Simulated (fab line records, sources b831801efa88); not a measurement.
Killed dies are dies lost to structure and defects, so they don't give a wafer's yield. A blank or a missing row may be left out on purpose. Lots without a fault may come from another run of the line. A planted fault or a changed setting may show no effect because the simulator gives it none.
fab line records | flow sky130 | part 1 of 2: steps 1 to 31 of 43
record lots=5 wafers=15 last_day=50
route steps=708 shown NWELL@72 PWDE@84 VT_ADJUST_HVTP@85 VT_ADJUST_LVTN@97
lots that met no fault: from a run of the same line without faults
start_h: hours from the record's first day to the start of the lot's first wafer shown | wait_h: hours since the lot's step before | " the same as in the row above | L1.1+2: a row that stands for several wafers | - no value, or no start given | * or withheld: withheld | < > ~ a bound
route shown NAME@n: a module of which the file shows steps, and the number in the route of the first | usual: mean/standard deviation of fault-free wafers | same: alike in all rows | chamber/n: place in a boat | sites: the reading at each site | _std_site: their standard deviation | _edge_site: outer sites' mean less inner sites' | radius_mm: how far each site lies from the wafer's centre | mask NAME#n: copy n | behind: the tool/chamber that last shaped the wafer | hold: why the lot was held/for how many hours/how that ended | device: the transistor (n, p or np) that didn't switch | end of line: the same wafers' tests at the end of the route | a step without rows: its recipe alone | killed: dies lost to structure and defects at the first sort, not the wafer's yield | map: a wafer's dies, x killed, . not, _ none there
set.NAME: the setting as run; set.NAME@STEP: as run at that earlier step | model.NAME: the simulator's own value behind a step, which no gauge read
lots at some steps of the route; a table a step, a row a wafer
services: from which hour (start_h, from the record's first day; less than 0 if before it) a tool's chamber was out of use, for how many hours, and why
## steps
# step SKY_NWELL_SOFTBAKE_19
# recipe temp_c=110 time_s=withheld
# usual heater_power_total_W=65.32/0.13
# columns lot.wafer tool chamber start_h wait_h heater_power_total_W
L079.2 litho_track-01 0 125.18 0.1 65.17
L079.3 " 0 " " 65.21
L079.5 " 0 " " 65.38
L082.1 litho_track-04 0 144.63 0.1 65.35
L082.4 " 0 " " 65.30
L082.5 " 0 " " 65.34
L083.2 litho_track-04 0 147.37 0.1 65.30
L083.4 " 0 " " 65.54
L083.6 " 0 " " 65.34
L091.1 litho_track-01 0 196.15 0.1 65.46
L091.3 " 0 " " 65.43
L091.5 " 0 " " 65.11
L093.1 litho_track-03 0 210.81 0.1 65.33
L093.5 " 0 " " 65.29
L093.6 " 0 " " 65.35
# step SKY_NWELL_EXPOSE_20
# recipe mask_id=NWM_COMPLEMENT na=0.6 source_shape=conventional sigma_outer=0.6 polarization=unpolarized target_cd_nm=840 dose_mj=260
# columns lot.wafer tool chamber start_h wait_h mask
L079.2+3+5 iline_stepper-02 0 - - NWM_COMPLEMENT#0
L082.1+4+5 iline_stepper-02 0 - - NWM_COMPLEMENT#0
L083.2+4+6 iline_stepper-02 0 - - NWM_COMPLEMENT#0
L091.1+3+5 iline_stepper-01 0 - - NWM_COMPLEMENT#0
L093.1+5+6 iline_stepper-02 0 - - NWM_COMPLEMENT#0
# step SKY_NWELL_PEB_21
# recipe temp_c=115 time_s=withheld
# usual heater_power_total_W=69.34/0.14
# columns lot.wafer tool chamber start_h wait_h heater_power_total_W
L079.2 litho_track-03 0 - - 69.38
L079.3 " 0 " " 69.30
L079.5 " 0 " " 69.49
L082.1 litho_track-01 0 - - 69.32
L082.4 " 0 " " 69.45
L082.5 " 0 " " 69.38
L083.2 litho_track-01 0 - - 69.17
L083.4 " 0 " " 69.36
L083.6 " 0 " " 69.13
L091.1 litho_track-03 0 - - 69.30
L091.3 " 0 " " 69.26
L091.5 " 0 " " 69.36
L093.1 litho_track-04 0 - - 69.58
L093.5 " 0 " " 69.58
L093.6 " 0 " " 69.15
# step SKY_NWELL_DEVELOP_22
# recipe wall_angle_deg=90 developer=TMAH develop_time_s=60 dev_temp_c=23
# columns lot.wafer tool chamber start_h wait_h
L079.2+3+5 litho_track-03 0 - -
L082.1+4+5 litho_track-01 0 - -
L083.2+4+6 litho_track-01 0 - -
L091.1+3+5 litho_track-03 0 - -
L093.1+5+6 litho_track-04 0 - -
# step SKY_NWELL_OVL_MEAS_23
# usual NWELL_01_OVL=0.3/1.5
# columns lot.wafer tool chamber start_h wait_h NWELL_01_OVL[nm]
L079.2 overlay-02 - 135.22 - 1.0
L079.3 " - " " 1.4
L079.5 " - " " 0.7
L082.1 overlay-02 - 154.95 - 0.4
L082.4 " - " " 0.3
L082.5 " - " " 0.3
L083.2 overlay-01 - 157.51 - 2.6
L083.4 " - " " 2.3
L083.6 " - " " 2.3
L091.1 overlay-01 - 207.41 - -1.8
L091.3 " - " " -2.6
L091.5 " - " " -2.4
L093.1 overlay-02 - 222.18 - 4.0
L093.5 " - " " 0.6
L093.6 " - " " 2.4
# step SKY_NWELL_IMPLANT_24
# recipe species=B energy_kev=140 dose_cm2=9.2e+12 tilt_deg=withheld
# columns lot.wafer tool chamber start_h wait_h
L079.2+3+5 implanter-04 0 135.27 0.0
L082.1+4+5 implanter-03 0 154.99 0.0
L083.2+4+6 implanter-04 0 157.56 0.0
L091.1+3+5 implanter-03 0 207.45 0.0
L093.1+5+6 implanter-02 0 222.22 0.0
# step SKY_NWELL_STRIP_25
# recipe chemistry=O2/N2 power_w=1400 pressure_mtorr=1500 platen_temp_c=withheld o2_flow_sccm=3000 n2_flow_sccm=300 overash_fraction=0.5
# usual drypump_motor_current_A=5.6/0.5 oes_product_au=0.722/0.0044 strip_time_to_endpoint_s=36.95/0.091
# columns lot.wafer tool chamber start_h wait_h drypump_motor_current_A oes_product_au rf_hours_counter_h strip_time_to_endpoint_s
L079.2 plasma_asher-02 1 135.40 0.1 5.7 0.715 2 37.13
L079.3 " 0 " " 5.3 0.725 - 37.09
L079.5 " 0 " " 5.3 0.727 - 37.00
L082.1 plasma_asher-04 0 155.14 0.1 5.0 0.724 36 36.85
L082.4 " 0 " " 5.0 0.723 - 36.94
L082.5 " 0 " " 5.0 0.725 - 36.90
L083.2 plasma_asher-04 1 157.69 0.1 6.3 0.724 36 36.83
L083.4 " 0 " " 5.0 0.718 - 36.90
L083.6 " 1 " " 6.3 0.722 - 36.76
L091.1 plasma_asher-04 1 207.60 0.1 6.3 0.716 41 36.96
L091.3 " 0 " " 5.0 0.726 - 36.84
L091.5 " 0 " " 5.0 0.728 - 37.02
L093.1 plasma_asher-02 0 222.37 0.1 5.3 0.726 10 36.96
L093.5 " 1 " " 5.7 0.721 - 36.98
L093.6 " 0 " " 5.3 0.724 - 36.99
# step SKY_NWELL_TW_MEAS_26
# usual NWELL_2_TW=499/4.1
# columns lot.wafer tool chamber start_h wait_h NWELL_2_TW
L079.2 film_metro-02 - 135.51 0.1 497
L079.3 " - " " 492
L079.5 " - " " 497
L082.1 film_metro-04 - 155.24 0.1 504
L082.4 " - " " 502
L082.5 " - " " 502
L083.2 film_metro-02 - 157.80 0.1 495
L083.4 " - " " 494
L083.6 " - " " 498
L091.1 film_metro-04 - 207.70 0.1 502
L091.3 " - " " 500
L091.5 " - " " 503
L093.1 film_metro-02 - 222.47 0.1 495
L093.5 " - " " 495
L093.6 " - " " 494
# step SKY_NWELL_CLEAN_27
# recipe chemistry=SC1/SC2 mix=1:4:20 temp_c=70 time_s=150 dry=n2_spin
# columns lot.wafer tool chamber start_h wait_h
L079.2+3+5 wet_bench-04 1 135.56 0.0
L082.1+4+5 wet_bench-04 2 155.30 0.1
L083.2+4+6 wet_bench-04 0 157.85 0.0
L091.1+3+5 wet_bench-03 1 207.76 0.1
L093.1+5+6 wet_bench-02 1 222.53 0.1
# step SKY_NWELL_RTA_28
# recipe temp_c=1050 time_s=30 idle_temp_c=650 ramp_up_c_per_s=150 ramp_down_c_per_s=90 ambient=N2
# usual lamp_power_pct=25.31/0.053 ramp_down_c_per_s=90.003/0.017 wafer_temp_C_max=1054.8/0.85
# columns lot.wafer tool chamber start_h wait_h lamp_power_pct ramp_down_c_per_s wafer_temp_C_max
L079.2 rtp_anneal-01 0 135.63 0.0 25.39 90.013 1054.7
L079.3 " 0 " " 25.35 90.002 1053.2
L079.5 " 0 " " 25.30 90.026 1054.7
L082.1 rtp_anneal-01 0 155.35 0.0 25.31 89.997 1055.2
L082.4 " 0 " " 25.46 89.998 1054.4
L082.5 " 0 " " 25.32 89.993 1054.3
L083.2 rtp_anneal-02 0 157.91 0.0 25.38 90.019 1054.9
L083.4 " 0 " " 25.31 90.006 1054.2
L083.6 " 0 " " 25.32 89.974 1053.8
L091.1 rtp_anneal-01 0 207.81 0.0 25.27 90.000 1054.9
L091.3 " 0 " " 25.31 90.031 1055.6
L091.5 " 0 " " 25.32 90.027 1055.9
L093.1 rtp_anneal-01 0 222.58 0.0 25.32 89.987 1055.4
L093.5 " 0 " " 25.40 90.004 1054.4
L093.6 " 0 " " 25.39 90.001 1055.1
# step SKY_NWELL_RS_MEAS_29
# recipe thk_meas_gauge=four-point-probe
# usual NWELL_RS=625.0/1.4
# columns lot.wafer tool chamber start_h wait_h NWELL_RS[ohm/sq]
L079.2 film_metro-02 - 135.73 0.1 625.0
L079.3 " - " " 626.7
L079.5 " - " " 628.0
L082.1 film_metro-01 - 155.45 0.1 623.0
L082.4 " - " " 624.7
L082.5 " - " " 622.7
L083.2 film_metro-04 - 158.02 0.1 623.9
L083.4 " - " " 623.9
L083.6 " - " " 623.3
L091.1 film_metro-02 - 207.91 0.1 627.2
L091.3 " - " " 626.4
L091.5 " - " " 628.4
L093.1 film_metro-04 - 222.68 0.1 624.2
L093.5 " - " " 624.3
L093.6 " - " " 623.5
# step SKY_NWELL_RS_MEAS_31
# recipe thk_meas_gauge=four-point-probe
# usual PWDE_RS=5274/18
# columns lot.wafer tool chamber start_h wait_h PWDE_RS[ohm/sq]
L079.2 film_metro-02 - 135.97 0.1 5283
L079.3 " - " " 5273
L079.5 " - " " 5295
L082.1 film_metro-01 - 155.69 0.1 5259
L082.4 " - " " 5246
L082.5 " - " " 5251
L083.2 film_metro-04 - 158.26 0.1 5288
L083.4 " - " " 5252
L083.6 " - " " 5262
L091.1 film_metro-02 - 208.15 0.1 5264
L091.3 " - " " 5263
L091.5 " - " " 5260
L093.1 film_metro-04 - 222.92 0.1 5249
L093.5 " - " " 5257
L093.6 " - " " 5266
# step SKY_VT_ADJUST_HVTP_DEHYDRATE_00
# recipe temp_c=200 time_s=60
# usual heater_power_total_W=160.36/0.13
# columns lot.wafer tool chamber start_h wait_h heater_power_total_W
L079.2 litho_track-02 0 144.84 8.8 160.40
L079.3 " 0 " " 160.35
L079.5 " 0 " " 160.36
L082.1 litho_track-02 0 164.92 9.2 160.25
L082.4 " 0 " " 160.40
L082.5 " 0 " " 160.32
L083.2 litho_track-02 0 167.44 9.2 160.29
L083.4 " 0 " " 160.28
L083.6 " 0 " " 160.48
L091.1 litho_track-01 0 218.30 10.1 160.45
L091.3 " 0 " " 160.22
L091.5 " 0 " " 160.28
L093.1 litho_track-04 0 232.83 9.9 160.43
L093.5 " 0 " " 160.34
L093.6 " 0 " " 160.19
# step SKY_VT_ADJUST_HVTP_HMDS_01
# recipe prime_time_s=60 prime_temp_c=120
# columns lot.wafer tool chamber start_h wait_h
L079.2+3+5 litho_track-02 0 144.99 0.1
L082.1+4+5 litho_track-02 0 165.07 0.1
L083.2+4+6 litho_track-02 0 167.59 0.1
L091.1+3+5 litho_track-01 0 218.45 0.1
L093.1+5+6 litho_track-04 0 232.98 0.1
# step SKY_VT_ADJUST_HVTP_COAT_02
# recipe resist=NOVOLAK spin_rpm=3000 resist_thk_nm=1140
# columns lot.wafer tool chamber start_h wait_h
L079.2+3+5 litho_track-02 0 145.14 0.1
L082.1+4+5 litho_track-02 0 165.22 0.1
L083.2+4+6 litho_track-02 0 167.74 0.1
L091.1+3+5 litho_track-01 0 218.60 0.1
L093.1+5+6 litho_track-04 0 233.13 0.1
# step SKY_VT_ADJUST_HVTP_SOFTBAKE_03
# recipe temp_c=90 time_s=60 resist=NOVOLAK
# usual heater_power_total_W=56.59/0.047
# columns lot.wafer tool chamber start_h wait_h heater_power_total_W
L079.2 litho_track-02 0 145.29 0.1 56.61
L079.3 " 0 " " 56.61
L079.5 " 0 " " 56.56
L082.1 litho_track-02 0 165.37 0.1 56.63
L082.4 " 0 " " 56.60
L082.5 " 0 " " 56.66
L083.2 litho_track-02 0 167.89 0.1 56.62
L083.4 " 0 " " 56.49
L083.6 " 0 " " 56.46
L091.1 litho_track-01 0 218.75 0.1 56.52
L091.3 " 0 " " 56.64
L091.5 " 0 " " 56.58
L093.1 litho_track-04 0 233.28 0.1 56.59
L093.5 " 0 " " 56.64
L093.6 " 0 " " 56.54
# step SKY_VT_ADJUST_HVTP_EXPOSE_04
# recipe mask_id=HVTPM na=0.6 source_shape=conventional sigma_outer=0.6 polarization=unpolarized target_cd_nm=380 dose_mj=140
# columns lot.wafer tool chamber start_h wait_h mask
L079.2+3+5 iline_stepper-01 0 - - HVTPM#0
L082.1+4+5 iline_stepper-02 0 - - HVTPM#0
L083.2+4+6 iline_stepper-02 0 - - HVTPM#0
L091.1+3+5 iline_stepper-02 0 - - HVTPM#0
L093.1+5+6 iline_stepper-01 0 - - HVTPM#0
# step SKY_VT_ADJUST_HVTP_PEB_05
# recipe temp_c=withheld time_s=* resist=NOVOLAK
# columns lot.wafer tool chamber start_h wait_h
L079.2+3+5 litho_track-02 0 - -
L082.1+4+5 litho_track-02 0 - -
L083.2+4+6 litho_track-02 0 - -
L091.1+3+5 litho_track-04 0 - -
L093.1+5+6 litho_track-04 0 - -
# step SKY_VT_ADJUST_HVTP_DEVELOP_06
# recipe resist=NOVOLAK developer=TMAH develop_time_s=60 dev_temp_c=23
# columns lot.wafer tool chamber start_h wait_h
L079.2+3+5 litho_track-02 0 154.99 0.1
L082.1+4+5 litho_track-02 0 175.27 0.1
L083.2+4+6 litho_track-02 0 177.74 0.1
L091.1+3+5 litho_track-04 0 229.78 0.1
L093.1+5+6 litho_track-04 0 244.83 0.1
# step SKY_VT_ADJUST_HVTP_CD_MEAS_07
# recipe target_cd_nm=380
# usual cd_nm=380.3/2.5
# columns lot.wafer tool chamber start_h wait_h cd_nm
L079.2 cd_sem-02 - 155.14 0.1 379.8
L079.3 " - " " 380.4
L079.5 " - " " 381.8
L082.1 cd_sem-02 - 175.42 0.1 381.6
L082.4 " - " " 382.1
L082.5 " - " " 384.4
L083.2 cd_sem-01 - 177.89 0.1 378.5
L083.4 " - " " 377.0
L083.6 " - " " 378.9
L091.1 cd_sem-02 - 229.93 0.1 384.1
L091.3 " - " " 384.7
L091.5 " - " " 387.6
L093.1 cd_sem-02 - 244.98 0.1 376.1
L093.5 " - " " 375.7
L093.6 " - " " 378.7
# step SKY_VT_ADJUST_HVTP_OVL_MEAS_08
# usual VT_ADJUST_HVTP_OVL=1.2/1.4
# columns lot.wafer tool chamber start_h wait_h VT_ADJUST_HVTP_OVL[nm]
L079.2 overlay-01 - 155.24 0.1 0.9
L079.3 " - " " 2.1
L079.5 " - " " 2.6
L082.1 overlay-02 - 175.54 0.1 0.3
L082.4 " - " " 0.2
L082.5 " - " " 2.6
L083.2 overlay-01 - 177.99 0.1 1.8
L083.4 " - " " 1.6
L083.6 " - " " 2.4
L091.1 overlay-02 - 230.05 0.1 -0.1
L091.3 " - " " -0.2
L091.5 " - " " 1.0
L093.1 overlay-02 - 245.10 0.1 0.0
L093.5 " - " " 0.7
L093.6 " - " " 1.9
# step SKY_VT_ADJUST_HVTP_IMPLANT_09
# recipe species=As energy_kev=150 dose_cm2=4.3e+12 tilt_deg=withheld
# columns lot.wafer tool chamber start_h wait_h
L079.2+3+5 implanter-01 0 155.30 0.0
L082.1+4+5 implanter-02 0 175.57 0.0
L083.2+4+6 implanter-01 0 178.05 0.0
L091.1+3+5 implanter-02 0 230.09 0.0
L093.1+5+6 implanter-01 0 245.14 0.0
# step SKY_VT_ADJUST_HVTP_STRIP_10
# recipe chemistry=O2/N2 power_w=1400 pressure_mtorr=1500 platen_temp_c=withheld o2_flow_sccm=3000 n2_flow_sccm=300 overash_fraction=0.5
# usual drypump_motor_current_A=5.5/0.46 oes_product_au=0.715/0.0043 strip_time_to_endpoint_s=14.18/0.045
# columns lot.wafer tool chamber start_h wait_h drypump_motor_current_A oes_product_au rf_hours_counter_h strip_time_to_endpoint_s
L079.2 plasma_asher-01 1 155.42 0.1 6.1 0.720 48 14.16
L079.3 " 1 " " 6.1 0.715 - 14.16
L079.5 " 1 " " 6.1 0.719 - 14.17
L082.1 plasma_asher-02 0 175.72 0.1 5.3 0.710 6 14.14
L082.4 " 0 " " 5.3 0.722 - 14.13
L082.5 " 1 " " 5.7 0.716 - 14.14
L083.2 plasma_asher-01 1 178.17 0.1 6.1 0.714 50 14.12
L083.4 " 1 " " 6.1 0.717 - 14.12
L083.6 " 1 " " 6.1 0.715 - 14.14
L091.1 plasma_asher-01 1 230.24 0.1 6.1 0.717 55 14.15
L091.3 " 1 " " 6.1 0.718 - 14.18
L091.5 " 0 " " 5.0 0.709 - 14.17
L093.1 plasma_asher-02 1 245.29 0.1 5.6 0.722 12 14.21
L093.5 " 0 " " 5.3 0.711 - 14.18
L093.6 " 1 " " 5.7 0.714 - 14.21
# step SKY_VT_ADJUST_HVTP_TW_MEAS_11
# usual VT_ADJUST_HVTP_TW=1359/9.9
# columns lot.wafer tool chamber start_h wait_h VT_ADJUST_HVTP_TW
L079.2 film_metro-03 - 155.53 0.1 1345
L079.3 " - " " 1347
L079.5 " - " " 1344
L082.1 film_metro-01 - 175.82 0.1 1362
L082.4 " - " " 1374
L082.5 " - " " 1366
L083.2 film_metro-03 - 178.28 0.1 1352
L083.4 " - " " 1347
L083.6 " - " " 1350
L091.1 film_metro-02 - 230.34 0.1 1358
L091.3 " - " " 1348
L091.5 " - " " 1350
L093.1 film_metro-01 - 245.39 0.1 1361
L093.5 " - " " 1367
L093.6 " - " " 1363
# step SKY_VT_ADJUST_LVTN_DEHYDRATE_00
# recipe temp_c=200 time_s=60
# usual heater_power_total_W=160.39/0.13
# columns lot.wafer tool chamber start_h wait_h heater_power_total_W
L079.2 litho_track-03 0 164.63 9.1 160.22
L079.3 " 0 " " 160.23
L079.5 " 0 " " 160.57
L082.1 litho_track-04 0 185.98 10.2 160.24
L082.4 " 0 " " 160.31
L082.5 " 0 " " 160.44
L083.2 litho_track-03 0 188.78 10.5 160.29
L083.4 " 0 " " 160.55
L083.6 " 0 " " 160.20
L091.1 litho_track-04 0 240.98 10.6 160.14
L091.3 " 0 " " 160.51
L091.5 " 0 " " 160.35
L093.1 litho_track-02 0 256.22 10.8 160.17
L093.5 " 0 " " 160.51
L093.6 " 0 " " 160.38
# step SKY_VT_ADJUST_LVTN_HMDS_01
# recipe prime_time_s=60 prime_temp_c=120
# columns lot.wafer tool chamber start_h wait_h
L079.2+3+5 litho_track-03 0 164.78 0.1
L082.1+4+5 litho_track-04 0 186.13 0.1
L083.2+4+6 litho_track-03 0 188.93 0.1
L091.1+3+5 litho_track-04 0 241.13 0.1
L093.1+5+6 litho_track-02 0 256.37 0.1
# step SKY_VT_ADJUST_LVTN_COAT_02
# recipe spin_rpm=2000 resist_thk_nm=3000
# columns lot.wafer tool chamber start_h wait_h
L079.2+3+5 litho_track-03 0 164.93 0.1
L082.1+4+5 litho_track-04 0 186.28 0.1
L083.2+4+6 litho_track-03 0 189.08 0.1
L091.1+3+5 litho_track-04 0 241.28 0.1
L093.1+5+6 litho_track-02 0 256.52 0.1
# step SKY_VT_ADJUST_LVTN_SOFTBAKE_03
# recipe temp_c=110 time_s=withheld
# usual heater_power_total_W=65.35/0.14
# columns lot.wafer tool chamber start_h wait_h heater_power_total_W
L079.2 litho_track-03 0 165.09 0.1 65.35
L079.3 " 0 " " 65.45
L079.5 " 0 " " 65.46
L082.1 litho_track-04 0 186.43 0.1 65.36
L082.4 " 0 " " 65.60
L082.5 " 0 " " 65.45
L083.2 litho_track-03 0 189.24 0.1 65.39
L083.4 " 0 " " 65.53
L083.6 " 0 " " 65.30
L091.1 litho_track-04 0 241.43 0.1 65.54
L091.3 " 0 " " 65.40
L091.5 " 0 " " 65.47
L093.1 litho_track-02 0 256.67 0.1 65.16
L093.5 " 0 " " 65.45
L093.6 " 0 " " 65.55
# step SKY_VT_ADJUST_LVTN_EXPOSE_04
# recipe mask_id=NWM_COMPLEMENT_LESS_NATIVE na=0.6 source_shape=conventional sigma_outer=0.6 polarization=unpolarized target_cd_nm=840 dose_mj=194
# columns lot.wafer tool chamber start_h wait_h mask
L079.2+3+5 iline_stepper-01 0 - - NWM_COMPLEMENT_LESS_NATIVE#0
L082.1+4+5 iline_stepper-01 0 - - NWM_COMPLEMENT_LESS_NATIVE#0
L083.2+4+6 iline_stepper-02 0 - - NWM_COMPLEMENT_LESS_NATIVE#0
L091.1+3+5 iline_stepper-01 0 - - NWM_COMPLEMENT_LESS_NATIVE#0
L093.1+5+6 iline_stepper-02 0 - - NWM_COMPLEMENT_LESS_NATIVE#0
# step SKY_VT_ADJUST_LVTN_PEB_05
# recipe temp_c=115 time_s=withheld
# usual heater_power_total_W=69.33/0.12
# columns lot.wafer tool chamber start_h wait_h heater_power_total_W
L079.2 litho_track-03 0 - - 69.29
L079.3 " 0 " " 69.15
L079.5 " 0 " " 69.28
L082.1 litho_track-04 0 - - 69.50
L082.4 " 0 " " 69.32
L082.5 " 0 " " 69.34
L083.2 litho_track-04 0 - - 69.24
L083.4 " 0 " " 69.34
L083.6 " 0 " " 69.32
L091.1 litho_track-03 0 - - 69.48
L091.3 " 0 " " 69.27
L091.5 " 0 " " 69.28
L093.1 litho_track-04 0 - - 69.32
L093.5 " 0 " " 69.31
L093.6 " 0 " " 69.50
# step SKY_VT_ADJUST_LVTN_DEVELOP_06
# recipe wall_angle_deg=90 developer=TMAH develop_time_s=60 dev_temp_c=23
# columns lot.wafer tool chamber start_h wait_h
L079.2+3+5 litho_track-03 0 - -
L082.1+4+5 litho_track-04 0 - -
L083.2+4+6 litho_track-04 0 - -
L091.1+3+5 litho_track-03 0 - -
L093.1+5+6 litho_track-04 0 - -
